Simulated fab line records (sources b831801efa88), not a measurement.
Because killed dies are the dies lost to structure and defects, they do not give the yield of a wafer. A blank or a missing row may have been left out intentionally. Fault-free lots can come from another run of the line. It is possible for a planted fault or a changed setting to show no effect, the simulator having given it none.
Which tool did it? :: flow sky130 :: Sampling: 11 lots, 33 wafers, 6 of 708 route steps

## WHAT THE GAUGES SHOWED, per wafer
SKY_NWELL_TW_MEAS_26. Usual: NWELL_2_TW typically reads 492, with standard deviation 3.5.
lot: L793
measured: day 5 17:08
on: film_metro-01
NWELL_2_TW: 498 497 497
flag: 

lot: L794
measured: day 5 19:20
on: film_metro-04
NWELL_2_TW: 498 495 495
flag: 

lot: L795
measured: day 5 23:25
on: film_metro-04
NWELL_2_TW: 496 494 496
flag: 

lot: L796
measured: day 6 05:41
on: film_metro-01
NWELL_2_TW: 494 496 494
flag: 

lot: L800
measured: day 7 04:58
on: film_metro-01
NWELL_2_TW: 494 494 492
flag: 

lot: L801
measured: day 7 15:02
on: film_metro-01
NWELL_2_TW: 491 489 490
flag: 

lot: L809
measured: day 9 16:12
on: film_metro-03
NWELL_2_TW: 497 497 494
flag: 

lot: L810
measured: day 10 00:50
on: film_metro-03
NWELL_2_TW: 492 493 493
flag: 

lot: L812
measured: day 10 12:38
on: film_metro-03
NWELL_2_TW: 493 491 492
flag: 

lot: L813
measured: day 10 17:02
on: film_metro-04
NWELL_2_TW: 487 486 486
flag: 

lot: L815
measured: day 11 02:29
on: film_metro-04
NWELL_2_TW: 489 489 489
flag: 

SKY_SPACER_THK_MEAS_01. Usual: SPACER_CVD_00_THK typically reads 43.0 nm, with standard deviation 0.36.
lot: L793
measured: day 23 10:40
on: film_metro-03
SPACER_CVD_00_THK (nm): 42.7 42.3 42.7
flag: 

lot: L794
measured: day 23 18:23
on: film_metro-04
SPACER_CVD_00_THK (nm): 43.7 43.3 43.3
flag: 

lot: L795
measured: day 24 09:44
on: film_metro-01
SPACER_CVD_00_THK (nm): 43.1 42.6 42.9
flag: 

lot: L796
measured: day 24 08:32
on: film_metro-01
SPACER_CVD_00_THK (nm): 42.7 42.7 43.0
flag: 

lot: L800
measured: day 25 20:07
on: film_metro-01
SPACER_CVD_00_THK (nm): 37.4 37.4 37.4
flag: OFF

lot: L801
measured: day 26 06:03
on: film_metro-04
SPACER_CVD_00_THK (nm): 37.5 37.2 37.1
flag: OFF

lot: L809
measured: day 29 03:05
on: film_metro-01
SPACER_CVD_00_THK (nm): 43.4 43.2 43.0
flag: 

lot: L810
measured: day 29 15:05
on: film_metro-01
SPACER_CVD_00_THK (nm): 43.1 43.0 42.8
flag: 

lot: L812
measured: day 30 12:35
on: film_metro-01
SPACER_CVD_00_THK (nm): 42.8 42.7 42.8
flag: 

lot: L813
measured: day 31 01:40
on: film_metro-03
SPACER_CVD_00_THK (nm): 42.8 42.9 43.4
flag: 

lot: L815
measured: day 31 01:40
on: film_metro-01
SPACER_CVD_00_THK (nm): 42.9 43.0 42.8
flag: 

SKY_LOCAL_INTERCONNECT_OVL_MEAS_12. Usual: LOCAL_INTERCONNECT_OVL typically reads 1 nm, with standard deviation 5.5.
lot: L793
measured: day 30 19:58
on: overlay-02
LOCAL_INTERCONNECT_OVL (nm): -4 -4 1
flag: 

lot: L794
measured: day 31 06:08
on: overlay-02
LOCAL_INTERCONNECT_OVL (nm): 3 6 2
flag: 

lot: L795
measured: day 31 17:25
on: overlay-01
LOCAL_INTERCONNECT_OVL (nm): 6 3 2
flag: 

lot: L796
measured: day 31 14:07
on: overlay-02
LOCAL_INTERCONNECT_OVL (nm): -7 -1 1
flag: 

lot: L800
measured: day 33 00:43
on: overlay-02
LOCAL_INTERCONNECT_OVL (nm): -1 5 -4
flag: 

lot: L801
measured: day 33 09:00
on: overlay-02
LOCAL_INTERCONNECT_OVL (nm): -6 -5 0
flag: 

lot: L809
measured: day 36 02:51
on: overlay-02
LOCAL_INTERCONNECT_OVL (nm): 2 -2 -4
flag: 

lot: L810
measured: day 36 15:02
on: overlay-01
LOCAL_INTERCONNECT_OVL (nm): -2 1 2
flag: 

lot: L812
measured: day 37 09:45
on: overlay-01
LOCAL_INTERCONNECT_OVL (nm): -3 -6 4
flag: 

lot: L813
measured: day 37 21:56
on: overlay-02
LOCAL_INTERCONNECT_OVL (nm): 8 7 2
flag: 

lot: L815
measured: day 37 20:34
on: overlay-01
LOCAL_INTERCONNECT_OVL (nm): 6 6 3
flag: 

## WHAT TOOL EACH LOT RAN ON (gives the tool, then ch and the chambers of the sampled wafers, and finally the start)
lot: L793
SKY_SPACER_CVD_00: lpcvd-02 ch 1, day 23 09:27
SKY_SPACER_ETCHBACK_02: rie_diel-01 ch 0,2, day 23 10:43
SKY_POLY_CUT_ETCH_11: rie_diel-03 ch 0,1,2, day 24 17:12

lot: L794
SKY_SPACER_CVD_00: lpcvd-02 ch 1, day 23 17:11
SKY_SPACER_ETCHBACK_02: rie_diel-02 ch 0,1,2, day 23 18:26
SKY_POLY_CUT_ETCH_11: rie_diel-04 ch 0,1,2, day 25 01:29

lot: L795
SKY_SPACER_CVD_00: lpcvd-02 ch 0, day 24 08:32
SKY_SPACER_ETCHBACK_02: rie_diel-02 ch 0,2,3, day 24 09:48
SKY_POLY_CUT_ETCH_11: rie_diel-01 ch 0,2,3, day 25 15:08

lot: L796
SKY_SPACER_CVD_00: lpcvd-02 ch 1, day 24 07:20
SKY_SPACER_ETCHBACK_02: rie_diel-03 ch 0,1,3, day 24 08:36
SKY_POLY_CUT_ETCH_11: rie_diel-03 ch 1,2, day 25 14:15

lot: L800
SKY_SPACER_CVD_00: lpcvd-02 ch 1, day 25 18:54
SKY_SPACER_ETCHBACK_02: rie_diel-01 ch 0,1,2, day 25 20:10
SKY_POLY_CUT_ETCH_11: rie_diel-04 ch 1,2, day 27 01:35

lot: L801
SKY_SPACER_CVD_00: lpcvd-02 ch 1, day 26 04:51
SKY_SPACER_ETCHBACK_02: rie_diel-01 ch 0,1,2, day 26 06:07
SKY_POLY_CUT_ETCH_11: rie_diel-01 ch 0,3, day 27 10:39

lot: L809
SKY_SPACER_CVD_00: lpcvd-02 ch 0, day 29 01:53
SKY_SPACER_ETCHBACK_02: rie_diel-03 ch 1,2, day 29 03:08
SKY_POLY_CUT_ETCH_11: rie_diel-04 ch 2,3, day 30 07:45

lot: L810
SKY_SPACER_CVD_00: lpcvd-02 ch 0, day 29 13:53
SKY_SPACER_ETCHBACK_02: rie_diel-02 ch 0,1, day 29 15:09
SKY_POLY_CUT_ETCH_11: rie_diel-04 ch 0,1, day 30 19:15

lot: L812
SKY_SPACER_CVD_00: lpcvd-02 ch 0, day 30 11:23
SKY_SPACER_ETCHBACK_02: rie_diel-03 ch 0,1,3, day 30 12:38
SKY_POLY_CUT_ETCH_11: rie_diel-01 ch 2,3, day 31 17:03

lot: L813
SKY_SPACER_CVD_00: lpcvd-02 ch 1, day 31 00:27
SKY_SPACER_ETCHBACK_02: rie_diel-03 ch 0,2,3, day 31 01:43
SKY_POLY_CUT_ETCH_11: rie_diel-01 ch 0,2, day 32 05:33

lot: L815
SKY_SPACER_CVD_00: lpcvd-02 ch 1, day 31 00:27
SKY_SPACER_ETCHBACK_02: rie_diel-01 ch 0,2,3, day 31 01:43
SKY_POLY_CUT_ETCH_11: rie_diel-03 ch 0,1,2, day 32 04:57
- SKY_SPACER_CVD_00: deposits Si3N4 from DCS/NH3, target thk 43.1 nm, time 740 s.
- SKY_SPACER_ETCHBACK_02: etches Si3N4 in CH3F/O2, stops on SiO2, time 46.7 s, target depth 45 nm.
- SKY_POLY_CUT_ETCH_11: etches Si3N4 in CF4/CH2F2/Ar, stops on poly-Si, time 42.5 s, target depth 60 nm.

## AS READ BY THE TOOLS THEMSELVES (means over the sampled wafers that have a number; for cases with no such wafer, the mark the record gives instead)
SKY_SPACER_CVD_00. Usual: 250.0 mTorr for pressure_mtorr, sd 0.55.
lot: L793
tool: lpcvd-02
pressure_mtorr (mTorr): 249.9
flag: 

lot: L794
tool: lpcvd-02
pressure_mtorr (mTorr): 250.6
flag: 

lot: L795
tool: lpcvd-02
pressure_mtorr (mTorr): 250.1
flag: 

lot: L796
tool: lpcvd-02
pressure_mtorr (mTorr): 250.2
flag: 

lot: L800
tool: lpcvd-02
pressure_mtorr (mTorr): 249.4
flag: 

lot: L801
tool: lpcvd-02
pressure_mtorr (mTorr): 250.7
flag: 

lot: L809
tool: lpcvd-02
pressure_mtorr (mTorr): 249.9
flag: 

lot: L810
tool: lpcvd-02
pressure_mtorr (mTorr): 249.6
flag: 

lot: L812
tool: lpcvd-02
pressure_mtorr (mTorr): 249.8
flag: 

lot: L813
tool: lpcvd-02
pressure_mtorr (mTorr): 250.5
flag: 

lot: L815
tool: lpcvd-02
pressure_mtorr (mTorr): 250.8
flag: 

SKY_SPACER_ETCHBACK_02. Usual: drypump_motor_current_A 5.6 A, standard deviation 0.45; oes_product_au 0.853 a.u., standard deviation 0.0059; throttle_valve_pct 10.561 %, standard deviation 0.0086.
lot: L793
tool: rie_diel-01
drypump_motor_current_A (A): 5.8
oes_product_au (a.u.): 0.853
throttle_valve_pct (%): 10.566
flag: 

lot: L794
tool: rie_diel-02
drypump_motor_current_A (A): 5.6
oes_product_au (a.u.): 0.858
throttle_valve_pct (%): 10.560
flag: 

lot: L795
tool: rie_diel-02
drypump_motor_current_A (A): 5.7
oes_product_au (a.u.): 0.851
throttle_valve_pct (%): 10.560
flag: 

lot: L796
tool: rie_diel-03
drypump_motor_current_A (A): 5.3
oes_product_au (a.u.): 0.853
throttle_valve_pct (%): 10.552
flag: 

lot: L800
tool: rie_diel-01
drypump_motor_current_A (A): 5.6
oes_product_au (a.u.): 0.787
throttle_valve_pct (%): 10.553
flag: OFF

lot: L801
tool: rie_diel-01
drypump_motor_current_A (A): 5.6
oes_product_au (a.u.): 0.789
throttle_valve_pct (%): 10.545
flag: OFF

lot: L809
tool: rie_diel-03
drypump_motor_current_A (A): 5.6
oes_product_au (a.u.): 0.857
throttle_valve_pct (%): 10.557
flag: 

lot: L810
tool: rie_diel-02
drypump_motor_current_A (A): 5.5
oes_product_au (a.u.): 0.857
throttle_valve_pct (%): 10.565
flag: 

lot: L812
tool: rie_diel-03
drypump_motor_current_A (A): 5.3
oes_product_au (a.u.): 0.848
throttle_valve_pct (%): 10.557
flag: 

lot: L813
tool: rie_diel-03
drypump_motor_current_A (A): 5.7
oes_product_au (a.u.): 0.854
throttle_valve_pct (%): 10.562
flag: 

lot: L815
tool: rie_diel-01
drypump_motor_current_A (A): 5.8
oes_product_au (a.u.): 0.850
throttle_valve_pct (%): 10.557
flag: 

SKY_POLY_CUT_ETCH_11. Usual: drypump_motor_current_A 5.7 A, standard deviation 0.35; oes_product_au 0.828 a.u., standard deviation 0.0064; throttle_valve_pct 14.994 %, standard deviation 0.0094.
lot: L793
tool: rie_diel-03
drypump_motor_current_A (A): 5.7
oes_product_au (a.u.): 0.831
throttle_valve_pct (%): 15.003
flag: 

lot: L794
tool: rie_diel-04
drypump_motor_current_A (A): 5.7
oes_product_au (a.u.): 0.836
throttle_valve_pct (%): 14.996
flag: 

lot: L795
tool: rie_diel-01
drypump_motor_current_A (A): 5.8
oes_product_au (a.u.): 0.833
throttle_valve_pct (%): 14.993
flag: 

lot: L796
tool: rie_diel-03
drypump_motor_current_A (A): 5.9
oes_product_au (a.u.): 0.827
throttle_valve_pct (%): 14.988
flag: 

lot: L800
tool: rie_diel-04
drypump_motor_current_A (A): 5.9
oes_product_au (a.u.): 0.825
throttle_valve_pct (%): 14.985
flag: 

lot: L801
tool: rie_diel-01
drypump_motor_current_A (A): 5.8
oes_product_au (a.u.): 0.830
throttle_valve_pct (%): 15.006
flag: 

lot: L809
tool: rie_diel-04
drypump_motor_current_A (A): 5.9
oes_product_au (a.u.): 0.825
throttle_valve_pct (%): 14.991
flag: 

lot: L810
tool: rie_diel-04
drypump_motor_current_A (A): 5.6
oes_product_au (a.u.): 0.831
throttle_valve_pct (%): 14.990
flag: 

lot: L812
tool: rie_diel-01
drypump_motor_current_A (A): 5.9
oes_product_au (a.u.): 0.814
throttle_valve_pct (%): 14.998
flag: 

lot: L813
tool: rie_diel-01
drypump_motor_current_A (A): 5.8
oes_product_au (a.u.): 0.827
throttle_valve_pct (%): 14.997
flag: 

lot: L815
tool: rie_diel-03
drypump_motor_current_A (A): 5.7
oes_product_au (a.u.): 0.834
throttle_valve_pct (%): 14.993
flag: 

## THE ANSWER, worked out from the rows above alone
Rule: take the mean of a lot's wafers that have a number; if it is more than 3 standard deviations from the usual mean, the lot is off. A lot without any number at a reading at which 4 lots or more have one is off too. All remaining lots with rows at the step are treated as sound. Order of review: gauges by route order, followed by the tools' own readings, for which a lot's mean as printed above is used. At the first step where some lot is off, the reading lying furthest off is the one used; lots without a number count as furthest.
Off: at SKY_SPACER_THK_MEAS_01 (SPACER_CVD_00_THK), L800, L801.
If a tool, at a process step before that reading, ran all the lots that are off and no sound lot after the first of them, it fits. The gauges at SKY_SPACER_THK_MEAS_01 aren't tried: what is off there is off at SKY_SPACER_ETCHBACK_02 too, on other tools, and a gauge's error can't cause that. Not one of the candidates tried fits.

## WHAT THE SIMULATOR PUT IN
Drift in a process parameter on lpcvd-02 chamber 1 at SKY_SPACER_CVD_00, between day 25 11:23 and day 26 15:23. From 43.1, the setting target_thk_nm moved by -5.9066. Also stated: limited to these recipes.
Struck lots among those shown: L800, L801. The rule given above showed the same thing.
